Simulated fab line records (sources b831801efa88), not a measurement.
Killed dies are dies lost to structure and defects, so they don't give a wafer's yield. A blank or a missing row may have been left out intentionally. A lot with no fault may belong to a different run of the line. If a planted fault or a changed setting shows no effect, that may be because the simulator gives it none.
Which tool did it? || flow gf180mcu || Sampling: 12 lots, 36 wafers, 4 of 602 route steps

WHAT THE GAUGES SHOWED, per wafer
GF_STI_THK_MEAS_30. Usual: STI_OXIDATION_02_THK 10.03 nm, standard deviation 0.22.
{"lot": "L237", "measured": "day 2 11:59", "on": "film metro-02", "STI_OXIDATION_02_THK (nm)": "9.94 9.69 9.77", "flag": ""}
{"lot": "L238", "measured": "day 2 16:36", "on": "film metro-02", "STI_OXIDATION_02_THK (nm)": "9.95 9.89 9.97", "flag": ""}
{"lot": "L240", "measured": "day 3 03:16", "on": "film metro-02", "STI_OXIDATION_02_THK (nm)": "10.27 10.21 10.26", "flag": ""}
{"lot": "L243", "measured": "day 3 20:45", "on": "film metro-03", "STI_OXIDATION_02_THK (nm)": "10.10 10.08 10.12", "flag": ""}
{"lot": "L248", "measured": "day 4 19:16", "on": "film metro-02", "STI_OXIDATION_02_THK (nm)": "10.38 10.29 10.45", "flag": ""}
{"lot": "L253", "measured": "day 5 21:55", "on": "film metro-02", "STI_OXIDATION_02_THK (nm)": "9.94 10.06 9.97", "flag": ""}
{"lot": "L254", "measured": "day 6 01:53", "on": "film metro-04", "STI_OXIDATION_02_THK (nm)": "9.93 9.96 9.93", "flag": ""}
{"lot": "L255", "measured": "day 6 08:10", "on": "film metro-04", "STI_OXIDATION_02_THK (nm)": "10.09 10.09 10.00", "flag": ""}
{"lot": "L256", "measured": "day 6 12:55", "on": "film metro-04", "STI_OXIDATION_02_THK (nm)": "10.17 10.03 10.12", "flag": ""}
{"lot": "L257", "measured": "day 6 18:30", "on": "film metro-02", "STI_OXIDATION_02_THK (nm)": "10.16 10.04 10.14", "flag": ""}
{"lot": "L258", "measured": "day 6 22:59", "on": "film metro-04", "STI_OXIDATION_02_THK (nm)": "10.09 10.08 10.12", "flag": ""}
{"lot": "L259", "measured": "day 7 06:35", "on": "film metro-03", "STI_OXIDATION_02_THK (nm)": "10.03 9.93 10.17", "flag": ""}

GF_VT_IMPLANT_TW_MEAS_21. Usual: VT_IMPLANT_2_TW 1219, standard deviation 13.
{"lot": "L237", "measured": "day 6 11:35", "on": "film metro-01", "VT_IMPLANT_2_TW": "1234 1244 1232", "flag": ""}
{"lot": "L238", "measured": "day 6 17:36", "on": "film metro-04", "VT_IMPLANT_2_TW": "1209 1222 1226", "flag": ""}
{"lot": "L240", "measured": "day 7 08:14", "on": "film metro-01", "VT_IMPLANT_2_TW": "1239 1231 1241", "flag": ""}
{"lot": "L243", "measured": "day 8 07:07", "on": "film metro-01", "VT_IMPLANT_2_TW": "1237 1243 1238", "flag": ""}
{"lot": "L248", "measured": "day 9 09:22", "on": "film metro-02", "VT_IMPLANT_2_TW": "1209 1211 1203", "flag": ""}
{"lot": "L253", "measured": "day 10 16:34", "on": "film metro-02", "VT_IMPLANT_2_TW": "1213 1215 1205", "flag": ""}
{"lot": "L254", "measured": "day 10 22:56", "on": "film metro-01", "VT_IMPLANT_2_TW": "760 766 762", "flag": "OFF"}
{"lot": "L255", "measured": "day 11 06:01", "on": "film metro-01", "VT_IMPLANT_2_TW": "770 767 768", "flag": "OFF"}
{"lot": "L256", "measured": "day 11 11:32", "on": "film metro-02", "VT_IMPLANT_2_TW": "748 746 747", "flag": "OFF"}
{"lot": "L257", "measured": "day 11 18:46", "on": "film metro-04", "VT_IMPLANT_2_TW": "1212 1206 1211", "flag": ""}
{"lot": "L258", "measured": "day 12 00:28", "on": "film metro-01", "VT_IMPLANT_2_TW": "1241 1244 1242", "flag": ""}
{"lot": "L259", "measured": "day 12 10:01", "on": "film metro-02", "VT_IMPLANT_2_TW": "1211 1213 1213", "flag": ""}

EACH LOT AND THE TOOL THAT RAN IT (in order: tool; ch and the chambers of the sampled wafers; start)
{"lot": "L237", "GF_STI_STRIP_15": "plasma asher-03 ch 0,1, day 2 06:39", "GF_VT_IMPLANT_IMPLANT_19": "implanter-03 ch 0, day 6 11:20"}
{"lot": "L238", "GF_STI_STRIP_15": "plasma asher-03 ch 0,1, day 2 12:23", "GF_VT_IMPLANT_IMPLANT_19": "implanter-01 ch 0, day 6 17:19"}
{"lot": "L240", "GF_STI_STRIP_15": "plasma asher-02 ch 1, day 2 22:31", "GF_VT_IMPLANT_IMPLANT_19": "implanter-03 ch 0, day 7 07:59"}
{"lot": "L243", "GF_STI_STRIP_15": "plasma asher-02 ch 0,1, day 3 15:00", "GF_VT_IMPLANT_IMPLANT_19": "implanter-03 ch 0, day 8 06:52"}
{"lot": "L248", "GF_STI_STRIP_15": "plasma asher-04 ch 0,1, day 4 15:11", "GF_VT_IMPLANT_IMPLANT_19": "implanter-02 ch 0, day 9 09:08"}
{"lot": "L253", "GF_STI_STRIP_15": "plasma asher-02 ch 0,1, day 5 17:22", "GF_VT_IMPLANT_IMPLANT_19": "implanter-01 ch 0, day 10 16:19"}
{"lot": "L254", "GF_STI_STRIP_15": "plasma asher-03 ch 0,1, day 5 21:49", "GF_VT_IMPLANT_IMPLANT_19": "implanter-03 ch 0, day 10 22:40"}
{"lot": "L255", "GF_STI_STRIP_15": "plasma asher-02 ch 0, day 6 04:00", "GF_VT_IMPLANT_IMPLANT_19": "implanter-03 ch 0, day 11 05:47"}
{"lot": "L256", "GF_STI_STRIP_15": "plasma asher-02 ch 0,1, day 6 08:39", "GF_VT_IMPLANT_IMPLANT_19": "implanter-03 ch 0, day 11 11:17"}
{"lot": "L257", "GF_STI_STRIP_15": "plasma asher-03 ch 0,1, day 6 14:24", "GF_VT_IMPLANT_IMPLANT_19": "implanter-01 ch 0, day 11 18:31"}
{"lot": "L258", "GF_STI_STRIP_15": "plasma asher-04 ch 0,1, day 6 18:42", "GF_VT_IMPLANT_IMPLANT_19": "implanter-01 ch 0, day 12 00:13"}
{"lot": "L259", "GF_STI_STRIP_15": "plasma asher-02 ch 0,1, day 7 02:28", "GF_VT_IMPLANT_IMPLANT_19": "implanter-01 ch 0, day 12 09:46"}
- GF_STI_STRIP_15: strips in O2/N2.
- GF_VT_IMPLANT_IMPLANT_19

AS READ BY THE TOOLS THEMSELVES (means over the sampled wafers that have a number; for cases with no such wafer, the mark the record gives instead)
GF_STI_STRIP_15. Usual: drypump motor current A 5.8 A, standard deviation 0.37; heater power w 348 W, standard deviation 28; oes product au 0.385 a.u., standard deviation 0.0047; strip time to endpoint s 3.72 s, standard deviation 0.062.
{"lot": "L237", "tool": "plasma asher-03", "drypump motor current A (A)": 5.6, "heater power w (W)": 368, "oes product au (a.u.)": 0.386, "strip time to endpoint s (s)": 3.70, "flag": ""}
{"lot": "L238", "tool": "plasma asher-03", "drypump motor current A (A)": 5.6, "heater power w (W)": 367, "oes product au (a.u.)": 0.380, "strip time to endpoint s (s)": 3.67, "flag": ""}
{"lot": "L240", "tool": "plasma asher-02", "drypump motor current A (A)": 6.2, "heater power w (W)": 323, "oes product au (a.u.)": 0.388, "strip time to endpoint s (s)": 3.77, "flag": ""}
{"lot": "L243", "tool": "plasma asher-02", "drypump motor current A (A)": 6.1, "heater power w (W)": 348, "oes product au (a.u.)": 0.386, "strip time to endpoint s (s)": 3.74, "flag": ""}
{"lot": "L248", "tool": "plasma asher-04", "drypump motor current A (A)": 5.5, "heater power w (W)": 330, "oes product au (a.u.)": 0.381, "strip time to endpoint s (s)": 3.63, "flag": ""}
{"lot": "L253", "tool": "plasma asher-02", "drypump motor current A (A)": 6.1, "heater power w (W)": 340, "oes product au (a.u.)": 0.384, "strip time to endpoint s (s)": 3.71, "flag": ""}
{"lot": "L254", "tool": "plasma asher-03", "drypump motor current A (A)": 5.6, "heater power w (W)": 335, "oes product au (a.u.)": 0.383, "strip time to endpoint s (s)": 3.68, "flag": ""}
{"lot": "L255", "tool": "plasma asher-02", "drypump motor current A (A)": 5.8, "heater power w (W)": 378, "oes product au (a.u.)": 0.382, "strip time to endpoint s (s)": 3.74, "flag": ""}
{"lot": "L256", "tool": "plasma asher-02", "drypump motor current A (A)": 5.9, "heater power w (W)": 360, "oes product au (a.u.)": 0.385, "strip time to endpoint s (s)": 3.76, "flag": ""}
{"lot": "L257", "tool": "plasma asher-03", "drypump motor current A (A)": 5.8, "heater power w (W)": 356, "oes product au (a.u.)": 0.384, "strip time to endpoint s (s)": 3.67, "flag": ""}
{"lot": "L258", "tool": "plasma asher-04", "drypump motor current A (A)": 5.5, "heater power w (W)": 335, "oes product au (a.u.)": 0.379, "strip time to endpoint s (s)": 3.66, "flag": ""}
{"lot": "L259", "tool": "plasma asher-02", "drypump motor current A (A)": 6.0, "heater power w (W)": 361, "oes product au (a.u.)": 0.380, "strip time to endpoint s (s)": 3.69, "flag": ""}

GF_VT_IMPLANT_IMPLANT_19. Usual: dose ions cm2 4.349e+12, standard deviation 4.3e+09; faraday current uA 24.6, standard deviation 0.58.
{"lot": "L237", "tool": "implanter-03", "dose ions cm2": 4.351e+12, "faraday current uA": 24.4, "flag": ""}
{"lot": "L238", "tool": "implanter-01", "dose ions cm2": 4.351e+12, "faraday current uA": 24.9, "flag": ""}
{"lot": "L240", "tool": "implanter-03", "dose ions cm2": 4.355e+12, "faraday current uA": 24.8, "flag": ""}
{"lot": "L243", "tool": "implanter-03", "dose ions cm2": 4.346e+12, "faraday current uA": 24.3, "flag": ""}
{"lot": "L248", "tool": "implanter-02", "dose ions cm2": 4.354e+12, "faraday current uA": 24.7, "flag": ""}
{"lot": "L253", "tool": "implanter-01", "dose ions cm2": 4.344e+12, "faraday current uA": 24.6, "flag": ""}
{"lot": "L254", "tool": "implanter-03", "dose ions cm2": 9.790e+11, "faraday current uA": 5.5, "flag": "OFF"}
{"lot": "L255", "tool": "implanter-03", "dose ions cm2": 9.823e+11, "faraday current uA": 5.5, "flag": "OFF"}
{"lot": "L256", "tool": "implanter-03", "dose ions cm2": 9.800e+11, "faraday current uA": 5.7, "flag": "OFF"}
{"lot": "L257", "tool": "implanter-01", "dose ions cm2": 4.344e+12, "faraday current uA": 24.5, "flag": ""}
{"lot": "L258", "tool": "implanter-01", "dose ions cm2": 4.348e+12, "faraday current uA": 25.2, "flag": ""}
{"lot": "L259", "tool": "implanter-01", "dose ions cm2": 4.350e+12, "faraday current uA": 24.5, "flag": ""}

THE ANSWER, worked out from the rows above alone
Rule: take the mean of a lot's wafers that have a number; if it is more than 3 standard deviations from the usual mean, the lot is off. A lot without any number at a reading at which 4 lots or more have one is off too. All remaining lots with rows at the step are treated as sound. The gauges are gone through in route order, then the tools' own readings, and for those a lot's mean is taken as printed above. At the first step where some lot is off, the reading lying furthest off is the one used; lots without a number count as furthest.
Off: at GF_VT_IMPLANT_TW_MEAS_21 (VT_IMPLANT_2_TW), L254, L255, L256.
If a tool, at a process step before that reading, ran all the lots that are off and no sound lot after the first of them, it fits. Not tried: the gauges at GF_VT_IMPLANT_TW_MEAS_21; whatever is off there is also off at GF_VT_IMPLANT_IMPLANT_19, on other tools, and gauge error can't account for it. One fits: GF_VT_IMPLANT_IMPLANT_19 on implanter-03. A fault onset in the window from L243 (day 8 06:52, its last sound lot) to L254 (day 10 22:40, its first lot off) fits.
The tool's own readings at GF_VT_IMPLANT_IMPLANT_19 bear it out: on the lots that are off they differ by more than 5 times the standard deviation of the sound lots' means. dose ions cm2 reads 9.804e+11 there against 4.349e+12 on the sound lots; faraday current uA reads 5.6 there against 24.7 on the sound lots.

WHAT THE SIMULATOR HAD INSERTED
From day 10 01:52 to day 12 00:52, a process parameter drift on implanter-03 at GF_VT_IMPLANT_IMPLANT_19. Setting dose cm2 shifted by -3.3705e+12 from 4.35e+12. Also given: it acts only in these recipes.
Shown lots that were struck: L254, L255, L256. The rule above found the same.
